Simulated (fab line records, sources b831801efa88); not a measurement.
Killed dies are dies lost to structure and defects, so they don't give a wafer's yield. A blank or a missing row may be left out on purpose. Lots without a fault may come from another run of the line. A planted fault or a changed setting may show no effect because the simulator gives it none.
A struck lot beside a sound one | flow sfq_line | 42 steps out of a route of 325
Sound: wafers L767.2, L767.3, L767.4. Struck: wafers L775.1, L775.2, L775.3. The cause comes at the end.
At each step with rows: each side's tool, then ch and its chambers, then its first start. Under that, the readings that differ: sound wafers | struck wafers | difference of the means | sigmas: that difference in standard deviations of wafers without a fault.
alike: readings whose means differ by less than 2 such deviations, and words and numbers that are the same on both sides. not compared: withheld readings, readings that some wafer has no value for, bounds like >300 that may hide the same value, and numbers for which the record gives no deviation and whose values overlap.
The two part at a step that has a row with sigmas, a row that says differs or no value, or rows on one side only. Numbers that don't overlap but have no deviation are shown without sigmas and don't part them. A reading that every wafer of one side lacks parts them only if that side has two wafers or more.

first, 6 steps without rows for these wafers: SFQ_TRILAYER_M0_LITHO_COAT_026 (resist thk 62 nm); SFQ_TRILAYER_M0_LITHO_COAT_021 (resist thk 600 nm); SFQ_TRILAYER_M0_LITHO_SOFTBAKE_025; SFQ_TRILAYER_M0_LITHO_EXPOSE_022 (exposes mask M0, target cd 500 nm); SFQ_TRILAYER_M0_LITHO_PEB_024 (peb time 60 s); SFQ_TRILAYER_M0_LITHO_DEVELOP_023 (time 60 s).
SFQ_M0_OVL_MEAS_906:
  sound on overlay-01, day 8 01:33; struck on overlay-02, day 10 05:09
  reading     | sound  | struck  | difference | sigmas
  M0_OVL (nm) | -4 1 2 | 15 2 10 | +9         | +2
SFQ_TRILAYER_M0_BARC_OPEN_METAL_ETCH_031: etches BARC in O2, target depth 125 nm, time 41.7 s.
  sound on rie_metal-04 ch 0,1, day 8 01:35; struck on rie_metal-03 ch 0,1, day 10 05:11
  alike: drypump_motor_current_A, oes_product_au
  not compared: rf_hours_counter_h
then, 4 steps without rows for these wafers: SFQ_TRILAYER_M0_ETCH_METAL_ETCH_024 (etches Nb in Cl2/Ar, stops on SiO2, target depth 240 nm, time 120 s); SFQ_TRILAYER_M0_STRIP_STRIP_025 (strips in O2); SFQ_TRILAYER_M0_STRIP_SOLV_CLEAN_026 (cleans in NMP, time 600 s); SFQ_TRILAYER_I0_DEP_PECVD_027 (deposits SiO2 from SiH4/N2O, time 111.11 s, target thk 500 nm).
SFQ_TRILAYER_I0_CMP_CMP_028: polishes SiO2.
  sound on cmp-01 ch 0,2,3, day 8 09:43; struck on cmp-01 ch 0,1,3, day 10 15:35
  reading                                             | sound             | struck          | difference | sigmas
  time_to_endpoint_s (s)                              | 215 213 212       | 174 188 192     | -29        | -3
  model.SiO2_of_TRILAYER_I0_DEP_PECVD_027.thk_nm (nm) | 198.9 201.1 199.6 | 249 250.6 251.6 | +51        |
  alike: head_pressure_psi, motor_current_A, retaining_ring_pressure_frac, slurry_flow_ml_min
SFQ_I0_BOW_MEAS_907:
  sound on film_metro-01, day 8 12:44; struck on film_metro-03, day 10 18:05
  alike: I0_BOW
SFQ_TRILAYER_I0_METRO_MEASURE_029:
  sound on film_metro-01, day 8 13:02; struck on film_metro-03, day 10 18:12
  reading     | sound             | struck            | difference | sigmas
  thk_nm (nm) | 198.8 201.1 199.7 | 248.9 250.5 251.7 | +50.5      | +39
then, 6 steps without rows for these wafers: SFQ_TRILAYER_I0_VIA_LITHO_COAT_036 (resist thk 62 nm); SFQ_TRILAYER_I0_VIA_LITHO_COAT_031 (resist thk 650 nm); SFQ_TRILAYER_I0_VIA_LITHO_SOFTBAKE_035; SFQ_TRILAYER_I0_VIA_LITHO_EXPOSE_032 (exposes mask I0, target cd 500 nm); SFQ_TRILAYER_I0_VIA_LITHO_PEB_034 (peb time 60 s); SFQ_TRILAYER_I0_VIA_LITHO_DEVELOP_033 (time 60 s).
-- the record jumps here: 2 days lie between the struck wafers' starts before and after --
SFQ_I0_OVL_MEAS_908:
  sound on overlay-01, day 10 11:01; struck on overlay-02, day 13 03:13
  alike: I0_OVL
then, 1 step without rows for these wafers: SFQ_TRILAYER_I0_VIA_BARC_OPEN_VIA_ETCH_046 (etches BARC in O2, target depth 125 nm, time 41.7 s).
SFQ_TRILAYER_I0_VIA_ETCH_VIA_ETCH_034: etches SiO2 in CHF3, stops on Nb, target depth 260 nm.
  sound on rie_diel-03 ch 0,1,3, day 10 11:05; struck on rie_diel-02 ch 0,1,3, day 13 03:17
  reading                        | sound             | struck            | difference | sigmas
  oes_product_au (a.u.)          | 0.854 0.867 0.856 | 0.974 0.978 0.981 | +0.119     | +24
  model.I0.feature_depth_nm (nm) | 198.9 201.1 199.6 | 249 250.6 251.6   | +51        |
  model.etch.depth_nm (nm)       | 198.9 201.1 199.6 | 249 250.6 251.6   | +51        |
  alike: drypump_motor_current_A
then, 2 steps without rows for these wafers: SFQ_TRILAYER_I0_VIA_STRIP_STRIP_035 (strips in O2); SFQ_TRILAYER_I0_VIA_STRIP_SOLV_CLEAN_036 (cleans in NMP, time 600 s).
SFQ_TRILAYER_M1_DEP_PRE_CLEAN_038: time 22.5 s.
  sound on pvd_sputter-03, day 10 11:58; struck on pvd_sputter-06, day 13 04:11
  reading                                             | sound             | struck            | difference | sigmas
  model.SiO2_of_TRILAYER_I0_DEP_PECVD_027.thk_nm (nm) | 191.4 193.6 192.1 | 241.5 243.1 244.1 | +50.5      |
SFQ_TRILAYER_M1_DEP_SPUTTER_037: material Nb, target thk 200 nm, time 133.3 s.
  sound on pvd_sputter-03, day 10 12:00; struck on pvd_sputter-06, day 13 04:13
  alike: throttle_valve_pct
SFQ_M1_RS_MEAS_909: measures by four-point-probe.
  sound on film_metro-01, day 10 12:07; struck on film_metro-01, day 13 04:18
  alike: M1_NB_RS
then, 6 steps without rows for these wafers: SFQ_TRILAYER_M1_LITHO_COAT_044 (resist thk 62 nm); SFQ_TRILAYER_M1_LITHO_COAT_039 (resist thk 600 nm); SFQ_TRILAYER_M1_LITHO_SOFTBAKE_043; SFQ_TRILAYER_M1_LITHO_EXPOSE_040 (exposes mask M1, target cd 500 nm); SFQ_TRILAYER_M1_LITHO_PEB_042 (peb time 60 s); SFQ_TRILAYER_M1_LITHO_DEVELOP_041 (time 60 s).
-- the record jumps here: 3 days lie between the struck wafers' starts before and after --
SFQ_M1_OVL_MEAS_911:
  sound on overlay-01, day 12 19:16; struck on overlay-01, day 15 16:25
  alike: M1_OVL
SFQ_TRILAYER_M1_BARC_OPEN_METAL_ETCH_054: etches BARC in O2, target depth 125 nm, time 41.7 s.
  sound on rie_metal-03 ch 0,1, day 12 19:18; struck on rie_metal-03 ch 0,1, day 15 16:27
  alike: drypump_motor_current_A, oes_product_au
  not compared: rf_hours_counter_h
then, 1 step without rows for these wafers: SFQ_TRILAYER_M1_ETCH_METAL_ETCH_042 (etches Nb in Cl2/Ar, stops on SiO2, target depth 240 nm, time 120 s).
SFQ_TRILAYER_M1_STRIP_STRIP_043: strips in O2.
  sound on rie_metal-03 ch 0,1, day 12 19:29; struck on rie_metal-03 ch 0,1, day 15 16:38
  alike: drypump_motor_current_A, oes_product_au
  not compared: rf_hours_counter_h
then, 1 step without rows for these wafers: SFQ_TRILAYER_M1_STRIP_SOLV_CLEAN_044 (cleans in NMP, time 600 s).
SFQ_TRILAYER_I1_DEP_PECVD_045: deposits SiO2 from SiH4/N2O, time 111.11 s, target thk 500 nm.
  sound on pecvd-02 ch 0,1,2, day 12 20:16; struck on pecvd-04 ch 0,1,2, day 15 17:25
  alike: heater_power_w, throttle_valve_pct
  not compared: since_wet_clean_h
-- the record jumps here: 63 days lie between the struck wafers' starts before and after --
SFQ_M8_BOW_MEAS_951:
  sound on film_metro-01, day 77 02:29; struck on film_metro-03, day 79 04:37
  alike: M8_BOW
  not compared: model.etest.i0.link_ohm

WHERE THEY PART
First at SFQ_M0_OVL_MEAS_906; last, within this record, at SFQ_TRILAYER_I0_VIA_ETCH_VIA_ETCH_034. Later steps at which nothing parts them and some readings are alike: SFQ_TRILAYER_M1_DEP_SPUTTER_037, SFQ_M1_RS_MEAS_909, SFQ_M1_OVL_MEAS_911, SFQ_TRILAYER_M1_BARC_OPEN_METAL_ETCH_054, SFQ_TRILAYER_M1_STRIP_STRIP_043, SFQ_TRILAYER_I1_DEP_PECVD_045, SFQ_M8_BOW_MEAS_951.

WHY: what the simulator had put in
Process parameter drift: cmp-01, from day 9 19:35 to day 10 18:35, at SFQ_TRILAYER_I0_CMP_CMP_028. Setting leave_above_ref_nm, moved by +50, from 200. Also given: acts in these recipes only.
